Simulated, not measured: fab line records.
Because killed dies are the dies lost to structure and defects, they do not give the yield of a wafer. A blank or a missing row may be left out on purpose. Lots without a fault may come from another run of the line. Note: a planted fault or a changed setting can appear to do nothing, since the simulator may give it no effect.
A lot that was struck, set against a sound lot    flow sky130    15 out of 708 route steps
Sound: the wafers L326.1, L326.4, L326.6. Wafers L319.1, L319.4, L319.6 were the ones struck. The cause is named last.
Order at every step that has rows: each side's tool, ch and its chambers, its first start. Under that, the readings that differ: sound wafers    struck wafers    difference of the means    sigmas: that difference in standard deviations of wafers without a fault.
alike: words and numbers the same on both sides, and readings whose means are apart by under 2 such deviations; not compared: readings that were withheld, readings missing a value for some wafer, numbers with overlapping values and no deviation given by the record, and bounds like >300 which may hide the same value.
A row with sigmas, a row that says differs or no value, or rows on one side alone: a step with any of these is where the two part. Numbers that have no deviation but don't overlap get no sigmas and don't part them. A reading that every wafer of one side lacks parts them only if that side has two wafers or more.

SKY_VIA1_OVL_MEAS_13:
  sound on overlay-01, day 37 23:02; struck on overlay-01, day 35 16:04
  alike: VIA1_OVL
then, 1 step without rows for these wafers: SKY_VIA1_ETCH_14 (etches BARC in N2/H2, stops on SiO2, time 45.9 s, target depth 60 nm).
SKY_VIA1_ETCH_15: etches SiO2 in C4F8/O2/Ar, stops on TiN, target depth 351 nm, time 54 s.
  sound on rie-diel-01 ch 0,1, day 37 23:07; struck on rie-diel-03 ch 0,2,3, day 35 16:08
  alike: chamber-pressure-mTorr, oes-product-au, rf-fwd-power-W
  not compared: rf-hours-counter-h
SKY_VIA1_STRIP_16: strips in O2/N2.
  sound on plasma-asher-01 ch 0,1, day 37 23:10; struck on plasma-asher-02 ch 0,1, day 35 16:11
  alike: chamber-pressure-mTorr, drypump-motor-current-A, oes-product-au, strip-time-to-endpoint-s
  not compared: rf-hours-counter-h
then, 4 steps without rows for these wafers: SKY_VIA1_STRIP_17 (strips in post etch residue remover, time 1200 s); SKY_VIA1_CLEAN_18 (cleans in IPA, time 180 s); SKY_VIA1_CLEAN_19 (cleans in O3/DIW); SKY_VIA1_SPUTTER_20 (material TiN, target thk 20 nm, time 80 s).
SKY_VIA1_CVD_21: deposits W, target thk 270 nm, time 80.902 s.
  sound on cvd-w-01 ch 0,1, day 37 23:49; struck on cvd-w-02 ch 0,1, day 35 16:51
  alike: heater-power-w
SKY_VIA1_RS_MEAS_22: uses a four-point probe to measure.
  sound on film-metro-02, day 37 23:55; struck on film-metro-01, day 35 16:56
  alike: VIA1_W_RS
SKY_VIA1_THK_MEAS_23: measures by xrf.
  sound on film-metro-02, day 38 00:02; struck on film-metro-01, day 35 17:04
  alike: VIA1_W_THK
SKY_VIA1_CMP_24: polishes, stops on SiO2, t overpolish 15 s, target thk 0 nm.
  sound on cmp-01 ch 1,2,3, day 38 00:05; struck on cmp-02 ch 1,2,3, day 35 17:10
  alike: motor-current-A, overpolish-run-s, time-to-endpoint-s
SKY_METAL2_SPUTTER_00: material Ti, target thk 15 nm, time 10 s.
  sound on pvd-sputter-01, day 38 00:23; struck on pvd-sputter-03, day 35 17:25
reading                                    sound              struck             difference  sigmas
model.Ti_of_METAL2_SPUTTER_00.thk-nm (nm)  15.16 14.65 14.95  22.57 22.59 22.68  +7.69       
  alike: throttle-valve-pct
SKY_METAL2_SPUTTER_01: material TiN, target thk 20 nm, time 16.7 s.
  sound on pvd-sputter-01, day 38 00:25; struck on pvd-sputter-03, day 35 17:26
  alike: throttle-valve-pct
SKY_PAD_OPEN_PROBE_99:
  the record holds rows for the sound wafers here (prober-02, day 48 19:46) but none for the struck ones

WHERE THEY PART
Only at SKY_PAD_OPEN_PROBE_99, as far as this record shows.

WHY: whatever the simulator had introduced
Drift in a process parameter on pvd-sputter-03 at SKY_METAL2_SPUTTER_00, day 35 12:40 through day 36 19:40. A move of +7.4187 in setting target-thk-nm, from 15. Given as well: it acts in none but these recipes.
